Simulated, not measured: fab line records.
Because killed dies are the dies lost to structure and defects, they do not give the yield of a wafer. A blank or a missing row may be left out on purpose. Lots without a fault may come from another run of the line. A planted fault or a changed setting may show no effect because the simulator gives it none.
fab line records	flow sky130
[record] lots = 7	wafers = 19	lastDay = 50
route steps=708 shown LDD_P@263 LDD_HVN@267 PAD_OPEN@708
lots that met no fault: taken from a fault-free run of the same line
startH: start of the lot's first displayed wafer, in hours after the record's first day	waitH: hours from the lot's prior step to this one	" as in the row above	L1.1+2: a row that stands for several wafers	- no value, or no start was given	* or withheld: withheld	< > ~ a bound
route shown NAME@n: names a module that has steps shown in the file, with the first one's number in the route	usual: average and standard deviation across the fault-free wafers	same: alike in all rows	chamber/n: place in a boat	sites: each site's reading	_std_site: the values' standard deviation	_edge_site: the outer-site mean with the inner-site mean subtracted	radiusMm: for every site, how far away it sits from the centre of the wafer	mask NAME#n: copy n	behind: the most recent tool/chamber to have shaped the wafer	hold: what put the lot on hold/how long, in hours/how the hold closed	device: which transistor (n, p or np) failed to switch	end of line: the route-end tests of the same wafers	a step with no rows: only its recipe	killed: count of dies lost to structure and defects at first sort (not the wafer's yield)	map: dies across one wafer; x = killed, . = not, _ = none there
set.NAME: the setting that was run; set.NAME@STEP: the one run at that earlier step	model.NAME: the simulator's own value behind a step, which no gauge read
lots at selected steps of the route; one table per step, one row per wafer
services: the hour from which a tool's chamber was out of use, counted from the record's first day as startH (under 0 if before that day), plus the number of hours and why
[[steps]]
[step SKY_LDD_P_OVL_MEAS_08]
[usual] LDD_P_OVL = -0.5/1.5
lot.wafer	tool	chamber	startH	waitH	LDD_P_OVL[nm]
L550.1	overlay-01	-	432.44	0.1	-0.8
L550.2	"	-	"	"	-0.9
L550.3	"	-	"	"	-2.0
L551.1	overlay-02	-	456.14	0.1	-1.5
L551.3	"	-	"	"	-1.4
L551.4	"	-	"	"	-0.9
L553.2	overlay-02	-	459.68	0.1	0.4
L553.6	"	-	"	"	-1.2
L554.1	overlay-01	-	466.07	0.1	-2.7
L554.6	"	-	"	"	-2.7
L565.1	overlay-02	-	571.33	0.1	2.0
L565.2	"	-	"	"	-0.5
L565.5	"	-	"	"	-0.8
L570.1	overlay-02	-	610.04	0.1	0.8
L570.5	"	-	"	"	0.7
L570.6	"	-	"	"	-3.1
L572.2	overlay-01	-	624.34	0.1	-0.8
L572.3	"	-	"	"	-2.6
L572.5	"	-	"	"	-1.6
[step SKY_LDD_P_IMPLANT_09]
[recipe] species = BF2	energyKev = 25	doseCm2 = 1e+13	tiltDeg = withheld
[step SKY_LDD_P_STRIP_10]
[recipe] chemistry = O2/N2	powerW = 1400	pressureMtorr = 1500	platenTempC = withheld	o2FlowSccm = 3000	n2FlowSccm = 300	overashFraction = 0.5
[usual] chamberPressureMTorr = 1500.0/1.4	drypumpMotorCurrentA = 5.49/0.29	o2FlowSccm = 2999/9.1	oesProductAu = 0.715/0.0045	stripTimeToEndpointS = 14.18/0.037
lot.wafer	tool	chamber	startH	waitH	chamberPressureMTorr	drypumpMotorCurrentA	o2FlowSccm	oesProductAu	rfHoursCounterH	stripTimeToEndpointS
L550.1	plasmaAsher-01	0	432.63	0.1	1501.0	5.60	2998	0.717	74	14.17
L550.2	"	1	"	"	1501.3	5.54	2995	0.721	74	14.15
L550.3	"	0	"	"	1498.7	5.55	2993	0.715	-	14.18
L551.1	plasmaAsher-01	1	456.34	0.1	1498.5	5.56	3007	0.713	77	14.19
L551.3	"	0	"	"	1500.9	5.57	3013	0.721	-	14.15
L551.4	"	1	"	"	1500.6	5.53	3011	0.712	-	14.18
L553.2	plasmaAsher-01	1	459.86	0.1	1501.6	5.52	3004	0.717	78	14.16
L553.6	"	0	"	"	1500.6	5.55	3005	0.706	-	14.17
L554.1	plasmaAsher-03	0	466.26	0.1	1499.2	5.57	2996	0.719	4	14.10
L554.6	"	0	"	"	1500.8	5.57	2998	0.716	-	14.19
L565.1	plasmaAsher-01	0	571.52	0.1	1501.6	5.59	3016	0.712	90	14.17
L565.2	"	1	"	"	1498.2	5.50	2992	0.714	90	14.15
L565.5	"	1	"	"	1500.5	5.54	2991	0.712	-	14.17
L570.1	plasmaAsher-03	0	610.22	0.1	1499.6	5.55	3005	0.720	18	14.21
L570.5	"	1	"	"	1501.5	5.57	3008	0.719	-	14.19
L570.6	"	0	"	"	1498.0	5.56	3007	0.720	-	14.15
L572.2	plasmaAsher-02	0	624.52	0.1	1497.8	5.80	2988	0.711	72	14.19
L572.3	"	1	"	"	1497.9	4.74	3002	0.719	-	14.19
L572.5	"	1	"	"	1499.8	4.75	3004	0.718	-	14.18
[step SKY_LDD_P_TW_MEAS_11]
[usual] LDD_P_TW = 633/4.4
lot.wafer	tool	chamber	startH	waitH	LDD_P_TW
L550.1	filmMetro-04	-	432.73	0.1	639
L550.2	"	-	"	"	634
L550.3	"	-	"	"	637
L551.1	filmMetro-04	-	456.44	0.1	633
L551.3	"	-	"	"	636
L551.4	"	-	"	"	635
L553.2	filmMetro-04	-	459.97	0.1	637
L553.6	"	-	"	"	636
L554.1	filmMetro-03	-	466.36	0.1	634
L554.6	"	-	"	"	636
L565.1	filmMetro-03	-	571.62	0.1	628
L565.2	"	-	"	"	628
L565.5	"	-	"	"	628
L570.1	filmMetro-02	-	610.32	0.1	629
L570.5	"	-	"	"	627
L570.6	"	-	"	"	631
L572.2	filmMetro-04	-	624.63	0.1	634
L572.3	"	-	"	"	629
L572.5	"	-	"	"	629
[step SKY_LDD_HVN_DEHYDRATE_00]
[recipe] tempC = 200	timeS = 60
[step SKY_LDD_HVN_HMDS_01]
[recipe] primeTimeS = 60	primeTempC = 120
[step SKY_LDD_HVN_COAT_02]
[recipe] resist = NOVOLAK	spinRpm = 3000	resistThkNm = 300
[step SKY_LDD_HVN_SOFTBAKE_03]
[recipe] tempC = 90	timeS = 60	resist = NOVOLAK
[step SKY_LDD_HVN_EXPOSE_04]
[recipe] maskId = HVNTM	na = 0.6	sourceShape = conventional	sigmaOuter = 0.6	polarization = unpolarized	targetCdNm = 700	doseMj = 127
[step SKY_LDD_HVN_PEB_05]
[recipe] tempC = withheld	timeS = *	resist = NOVOLAK
[step SKY_LDD_HVN_DEVELOP_06]
[recipe] resist = NOVOLAK	developer = TMAH	developTimeS = 60	devTempC = 23
[step SKY_LDD_HVN_OVL_MEAS_07]
[usual] LDD_HVN_OVL = -1.2/1.4
lot.wafer	tool	chamber	startH	waitH	LDD_HVN_OVL[nm]
L550.1	overlay-02	-	463.70	0.1	-2.4
L550.2	"	-	"	"	-0.3
L550.3	"	-	"	"	0.7
L551.1	overlay-02	-	487.48	0.1	-0.9
L551.3	"	-	"	"	-3.0
L551.4	"	-	"	"	-2.3
L553.2	overlay-02	-	490.69	0.1	-1.2
L553.6	"	-	"	"	-2.2
L554.1	overlay-02	-	497.03	0.1	0.2
L554.6	"	-	"	"	-0.4
L565.1	overlay-01	-	600.98	0.1	-1.3
L565.2	"	-	"	"	-0.5
L565.5	"	-	"	"	-0.2
L570.1	overlay-01	-	638.81	0.1	0.2
L570.5	"	-	"	"	-1.5
L570.6	"	-	"	"	-0.7
L572.2	overlay-01	-	653.17	0.1	-1.0
L572.3	"	-	"	"	0.7
L572.5	"	-	"	"	-2.1
[step SKY_LDD_HVN_IMPLANT_08]
[recipe] species = P	energyKev = 60	doseCm2 = 3e+13	tiltDeg = 40
[usual] beamEnergyKeV = 60.002/0.016
lot.wafer	tool	chamber	startH	waitH	beamEnergyKeV
L550.1	implanter-01	0	463.74	0.0	60.003
L550.2	"	0	"	"	60.010
L550.3	"	0	"	"	60.003
L551.1	implanter-01	0	487.52	0.0	60.011
L551.3	"	0	"	"	60.023
L551.4	"	0	"	"	60.045
L553.2	implanter-01	0	490.74	0.0	60.009
L553.6	"	0	"	"	59.983
L554.1	implanter-01	0	497.07	0.0	59.984
L554.6	"	0	"	"	60.013
L565.1	implanter-01	0	601.02	0.0	60.014
L565.2	"	0	"	"	60.006
L565.5	"	0	"	"	60.019
L570.1	implanter-03	0	638.85	0.0	60.015
L570.5	"	0	"	"	60.040
L570.6	"	0	"	"	60.002
L572.2	implanter-03	0	653.22	0.0	59.987
L572.3	"	0	"	"	59.980
L572.5	"	0	"	"	60.005
[step SKY_LDD_HVN_STRIP_09]
[recipe] chemistry = O2/N2	powerW = 1400	pressureMtorr = 1500	platenTempC = withheld	o2FlowSccm = 3000	n2FlowSccm = 300	overashFraction = 0.5
[usual] chamberPressureMTorr = 1500.1/1.3	drypumpMotorCurrentA = 5.5/0.35	o2FlowSccm = 3002/8.7	oesProductAu = 0.408/0.0041	stripTimeToEndpointS = 4.137/0.013
lot.wafer	tool	chamber	startH	waitH	chamberPressureMTorr	drypumpMotorCurrentA	o2FlowSccm	oesProductAu	rfHoursCounterH	stripTimeToEndpointS
L550.1	plasmaAsher-01	1	463.89	0.1	1501.2	5.5	3005	0.411	78	4.099
L550.2	"	0	"	"	1499.2	5.6	2992	0.415	78	4.138
L550.3	"	0	"	"	1499.6	5.6	2980	0.407	-	4.126
L551.1	plasmaAsher-01	0	487.67	0.1	1500.2	5.6	3007	0.408	81	4.138
L551.3	"	1	"	"	1501.2	5.5	3002	0.409	-	4.141
L551.4	"	0	"	"	1500.6	5.5	3002	0.414	-	4.148
L553.2	plasmaAsher-04	0	490.87	0.1	1498.2	5.8	3001	0.404	40	4.132
L553.6	"	0	"	"	1500.8	5.8	3006	0.409	-	4.127
L554.1	plasmaAsher-02	1	497.22	0.1	1501.7	4.8	3009	0.404	59	4.122
L554.6	"	1	"	"	1498.5	4.7	3008	0.402	-	4.154
L565.1	plasmaAsher-02	1	601.17	0.1	1500.0	4.7	2995	0.407	69	4.126
L565.2	"	0	"	"	1500.4	5.8	3006	0.407	69	4.118
L565.5	"	0	"	"	1500.0	5.8	3017	0.407	-	4.131
L570.1	plasmaAsher-02	1	639.00	0.1	1499.2	4.8	2995	0.405	74	4.127
L570.5	"	1	"	"	1499.5	4.7	3007	0.403	-	4.151
L570.6	"	0	"	"	1500.7	5.8	2987	0.406	-	4.142
L572.2	plasmaAsher-04	0	653.35	0.1	1498.0	5.8	3002	0.414	56	4.130
L572.3	"	0	"	"	1500.2	5.8	3011	0.415	-	4.123
L572.5	"	1	"	"	1499.1	5.4	3008	0.410	-	4.136
[step SKY_LDD_HVN_TW_MEAS_10]
[usual] LDD_HVN_TW = 1436/11
lot.wafer	tool	chamber	startH	waitH	hold	LDD_HVN_TW
L550.1	filmMetro-01	-	463.99	0.1	-	1444
L550.2	"	-	"	"	-	1440
L550.3	"	-	"	"	-	1438
L551.1	filmMetro-01	-	487.77	0.1	-	1397
L551.3	"	-	"	"	-	1454
L551.4	"	-	"	"	-	1450
L553.2	filmMetro-03	-	490.98	0.1	awaitDispo/0.2h/release	1372
L553.6	"	-	"	"	awaitDispo/0.2h/release	1435
L553.2	filmMetro-03	-	491.20	0.2	-	1363
L553.6	"	-	"	"	-	1437
L554.1	filmMetro-03	-	497.32	0.1	awaitDispo/0.2h/release	1370
L554.6	"	-	"	"	awaitDispo/0.2h/release	1436
L554.1	filmMetro-03	-	497.54	0.2	-	1376
L554.6	"	-	"	"	-	1432
L565.1	filmMetro-04	-	601.27	0.1	-	1430
L565.2	"	-	"	"	-	1432
L565.5	"	-	"	"	-	1434
L570.1	filmMetro-03	-	639.10	0.1	-	1429
L570.5	"	-	"	"	-	1421
L570.6	"	-	"	"	-	1424
L572.2	filmMetro-01	-	653.46	0.1	-	1457
L572.3	"	-	"	"	-	1452
L572.5	"	-	"	"	-	1452
[step SKY_PAD_OPEN_PROBE_99]
[usual] killed_at_M0_to_M3 = 44/7	killed_at_M4_up = 3.0/1.7	killedAtContacts = 24/5.2	killedAtFrontEnd = 15/4.8	killedAtOther = 0.2/0.56	killedDies = 86/9.7	killedOpen = 47/7.1	killedShort = 39/6.3
[same] grossDies = 492	killedAtBackSide = 0
lot.wafer	tool	chamber	startH	waitH	killed_at_M0_to_M3	killed_at_M4_up	killedAtContacts	killedAtFrontEnd	killedAtOther	killedDies	killedOpen	killedShort	model.etest.tip_n_5v.rsOhmSq	model.etest.tip_n_5v.rsOhmSqRange	model.etest.tip_n_5v.rsOhmSqRimLessCentre	model.etest.nfetG5v0d10v5.rOnOhmUm	model.etest.nfetG5v0d10v5.driveUaUm	model.etest.nfetG5v0d10v5.vtSatV	model.etest.nfetG5v0d10v5.vtVRange
L550.1	prober-02	-	1077.94	0.1	55	3	24	19	0	101	49	51	1373	21.97	-8.583	1879	601.8	0.7684	0.01497
L550.2	prober-02	-	1077.99	0.1	53	2	20	19	0	94	58	36	1357	32.78	-25.95	1881	607	0.758	0.01471
L550.3	prober-02	-	1078.04	0.2	52	2	16	19	0	89	53	34	1356	27.14	0.1642	1863	608.1	0.7686	0.009809
L551.1	prober-02	-	1096.83	0.1	42	1	26	6	0	75	42	33	1673	306.3	-149.1	1917	594.6	0.7704	0.02236
L551.3	prober-02	-	1096.93	0.2	36	4	24	10	0	74	36	37	1364	37.51	-13.76	1885	611	0.7604	0.01763
L551.4	prober-02	-	1096.98	0.2	48	5	22	15	0	90	57	33	1371	27.72	-16.93	1841	619.3	0.7601	0.0173
L553.2	prober-01	-	1097.49	0.1	50	3	23	11	0	87	42	45	1709	325.2	-149.8	1926	601.6	0.7762	0.01699
L553.6	prober-01	-	1097.69	0.2	48	3	23	13	1	88	52	36	1392	53.56	-42.29	1897	606.6	0.7572	0.01222
L554.1	prober-02	-	1102.75	0.1	48	2	23	12	0	85	50	35	1676	321.3	-147.1	1928	592.8	0.7792	0.0283
L554.6	prober-02	-	1103.00	0.2	38	5	19	11	0	73	33	39	1380	27.64	-6.689	1865	606	0.7636	0.0154
L565.1	prober-02	-	1168.15	0.1	52	2	25	14	1	94	52	41	1388	24.81	-10.01	1856	623	0.7505	0.007106
L565.2	prober-02	-	1168.20	0.1	38	3	25	20	0	86	46	40	1386	22.89	10.99	1889	603.4	0.7486	0.01343
L565.5	prober-02	-	1168.35	0.2	45	2	25	18	1	91	51	40	1382	38.45	3.471	1860	622.4	0.7448	0.007777
L570.1	prober-01	-	1192.08	0.1	54	4	25	17	0	100	52	48	1412	18.62	-0.07785	1886	605.4	0.7625	0.01378
L570.5	prober-01	-	1192.28	0.2	40	1	32	22	0	95	58	37	1410	30.19	-0.3731	1861	608.4	0.7724	0.008474
L570.6	prober-01	-	1192.33	0.2	63	1	24	4	0	92	52	40	1409	28.67	-6.036	1881	599.7	0.7681	0.01505
L572.2	prober-01	-	1198.45	0.1	52	1	16	11	0	80	43	36	1370	28.78	0.984	1905	593	0.763	0.01443
L572.3	prober-01	-	1198.50	0.2	38	8	30	19	0	95	55	40	1375	13.66	-0.9892	1900	595.6	0.7773	0.01149
L572.5	prober-01	-	1198.60	0.2	41	1	19	16	0	77	42	34	1381	32.26	6.53	1892	600.2	0.7652	0.01831
// killed by level:class
L550.1 FIELD_ISO:geometricParticle:short=10 VIA1:geometricParticle:open=9 VIA1:geometricParticle:short=8 FIELD_ISO:geometricParticle:open=7 LI_CONTACT:geometricParticle:open=7 CONTACT:geometricParticle:open=7 VIA2:geometricParticle:open=7 METAL2:geometricParticle:short=7
L550.2 VIA1:geometricParticle:open=12 VIA2:geometricParticle:open=11 CONTACT:geometricParticle:open=9 METAL1:geometricParticle:short=7 FIELD_ISO:geometricParticle:open=6 VIA1:geometricParticle:short=6 POLY_GATE:geometricParticle:open=5 METAL2:geometricParticle:short=5
L550.3 VIA1:geometricParticle:open=13 VIA2:geometricParticle:open=9 METAL2:geometricParticle:short=8 CONTACT:geometricParticle:open=7 POLY_GATE:geometricParticle:open=6 METAL1:geometricParticle:short=5 FIELD_ISO:geometricParticle:open=4 LI_CONTACT:geometricParticle:open=4
L551.1 VIA1:geometricParticle:open=11 CONTACT:geometricParticle:open=8 METAL1:geometricParticle:short=7 LI_CONTACT:geometricParticle:open=7 VIA1:geometricParticle:short=5 LOCAL_INTERCONNECT:geometricParticle:short=5 VIA3:geometricParticle:open=5 VIA2:geometricParticle:open=4
L551.3 CONTACT:geometricParticle:open=12 METAL1:geometricParticle:short=8 CONTACT:geometricParticle:short=5 VIA2:geometricParticle:open=5 VIA3:geometricParticle:short=5 VIA1:geometricParticle:open=4 METAL3:geometricParticle:short=4 POLY_CUT:geometricParticle:open=3
L551.4 VIA1:geometricParticle:open=13 METAL2:geometricParticle:short=9 LI_CONTACT:geometricParticle:open=9 VIA3:geometricParticle:open=8 CONTACT:geometricParticle:open=7 POLY_GATE:geometricParticle:open=5 METAL4:geometricParticle:short=5 FIELD_ISO:geometricParticle:short=4
L553.2 CONTACT:geometricParticle:open=10 LOCAL_INTERCONNECT:geometricParticle:short=9 VIA1:geometricParticle:open=9 VIA1:geometricParticle:short=9 VIA2:geometricParticle:open=7 VIA3:geometricParticle:open=7 VIA3:geometricParticle:short=5 METAL2:geometricParticle:short=4
L553.6 VIA2:geometricParticle:open=11 VIA1:geometricParticle:open=11 CONTACT:geometricParticle:open=10 VIA1:geometricParticle:short=7 LOCAL_INTERCONNECT:geometricParticle:short=5 FIELD_ISO:geometricParticle:open=4 LI_CONTACT:geometricParticle:open=4 METAL1:geometricParticle:short=4
L554.1 VIA2:geometricParticle:open=11 METAL1:geometricParticle:short=8 CONTACT:geometricParticle:open=7 VIA1:geometricParticle:open=7 VIA3:geometricParticle:open=7 FIELD_ISO:geometricParticle:open=6 LI_CONTACT:geometricParticle:open=6 CONTACT:geometricParticle:short=6
L554.6 VIA2:geometricParticle:open=9 METAL2:geometricParticle:short=8 CONTACT:geometricParticle:open=6 VIA1:geometricParticle:open=5 FIELD_ISO:geometricParticle:short=4 VIA3:geometricParticle:open=4 CONTACT:geometricParticle:short=4 LI_CONTACT:geometricParticle:short=3
L565.1 VIA1:geometricParticle:open=11 LI_CONTACT:geometricParticle:open=10 METAL1:geometricParticle:short=9 VIA1:geometricParticle:short=7 VIA3:geometricParticle:open=7 CONTACT:geometricParticle:open=6 METAL2:geometricParticle:short=6 FIELD_ISO:geometricParticle:open=5
L565.2 CONTACT:geometricParticle:open=11 VIA1:geometricParticle:open=10 POLY_GATE:geometricParticle:short=7 LI_CONTACT:geometricParticle:open=6 VIA2:geometricParticle:short=5 VIA3:geometricParticle:open=5 FIELD_ISO:geometricParticle:open=4 LOCAL_INTERCONNECT:geometricParticle:short=4
L565.5 CONTACT:geometricParticle:open=10 VIA1:geometricParticle:open=9 FIELD_ISO:geometricParticle:short=8 VIA3:geometricParticle:open=7 VIA2:geometricParticle:open=6 LI_CONTACT:geometricParticle:open=5 METAL1:geometricParticle:short=5 VIA2:geometricParticle:short=5
L570.1 VIA1:geometricParticle:open=14 CONTACT:geometricParticle:open=11 VIA3:geometricParticle:open=7 METAL1:geometricParticle:short=6 METAL3:geometricParticle:short=6 FIELD_ISO:geometricParticle:short=5 LI_CONTACT:geometricParticle:open=5 METAL2:geometricParticle:short=5
L570.5 CONTACT:geometricParticle:open=12 VIA1:geometricParticle:open=11 FIELD_ISO:geometricParticle:open=9 LI_CONTACT:geometricParticle:open=9 POLY_GATE:geometricParticle:short=7 CONTACT:geometricParticle:short=6 VIA3:geometricParticle:open=6 METAL1:geometricParticle:short=5
L570.6 VIA1:geometricParticle:open=15 CONTACT:geometricParticle:open=13 VIA3:geometricParticle:open=10 VIA1:geometricParticle:short=8 METAL2:geometricParticle:short=7 METAL1:geometricParticle:short=6 VIA2:geometricParticle:short=6 VIA2:geometricParticle:open=6
L572.2 VIA1:geometricParticle:open=13 METAL1:geometricParticle:short=8 VIA3:geometricParticle:open=7 CONTACT:geometricParticle:open=6 VIA3:geometricParticle:short=5 FIELD_ISO:geometricParticle:open=4 LI_CONTACT:geometricParticle:open=4 CONTACT:geometricParticle:short=4
L572.3 CONTACT:geometricParticle:open=13 VIA1:geometricParticle:open=13 VIA3:geometricParticle:open=8 METAL4:geometricParticle:short=7 LI_CONTACT:geometricParticle:open=6 LOCAL_INTERCONNECT:geometricParticle:short=6 FIELD_ISO:geometricParticle:short=4 POLY_GATE:geometricParticle:open=4
L572.5 VIA1:geometricParticle:open=10 VIA3:geometricParticle:short=6 LI_CONTACT:geometricParticle:open=5 LOCAL_INTERCONNECT:geometricParticle:short=5 METAL1:geometricParticle:short=5 VIA2:geometricParticle:open=5 FIELD_ISO:geometricParticle:open=4 POLY_GATE:geometricParticle:open=4
[[services]]
tool	chamber	startH	hours	kind
implanter-01	-	418.45	1.8	repair
plasmaAsher-03	-	421.25	9.0	pm
plasmaAsher-03	0	421.25	9.0	ventCycle
plasmaAsher-03	1	421.25	9.0	ventCycle
plasmaAsher-03	0	430.25	-	clean
plasmaAsher-03	1	430.25	-	clean
plasmaAsher-02	-	430.61	48.9	repair
implanter-03	-	437.09	1.4	repair
plasmaAsher-03	-	439.69	2.8	pm
implanter-03	-	494.57	3.1	pm
implanter-01	-	522.85	5.2	pm
plasmaAsher-03	-	540.34	4.3	pm
implanter-03	-	579.24	3.1	pm
plasmaAsher-04	-	597.73	10.6	repair
plasmaAsher-03	-	618.50	5.6	repair
plasmaAsher-03	-	638.39	21.8	repair
[[key]]
[firstSign] step = SKY_LDD_HVN_TW_MEAS_10	reading = visit	direction = added
[effect] step = SKY_LDD_HVN_TW_MEAS_10	reading = LDD_HVN_TW	direction = down	sigmas = 5.3	usual = 1436	struck = 1380
[modelEffect] step = SKY_PAD_OPEN_PROBE_99	value = etest.tip_n_5v.rsOhmSq	without = 1377	struck = 1686
metAt SKY_LDD_HVN_IMPLANT_08
struckWafers L551.1,L553.2,L554.1
testerLeftOut L551,L553,L554
onsetBetween 463.74 487.52
[fault] kind = processParameterDrift	tool = implanter-01	chamber = -	onsetH = 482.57	steps = SKY_LDD_HVN_IMPLANT_08	channel = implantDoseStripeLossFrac	offset = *	shape = step	endH = 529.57	scope = struckWafersOnly
// testerLeftOut: of these lots the tester's yield and bins aren't shown, on N5 and GAA mostly nor the transistor test; their killed dies are dies lost to structure and defects alone, not to doping, threshold or leakage, so they don't give the yield
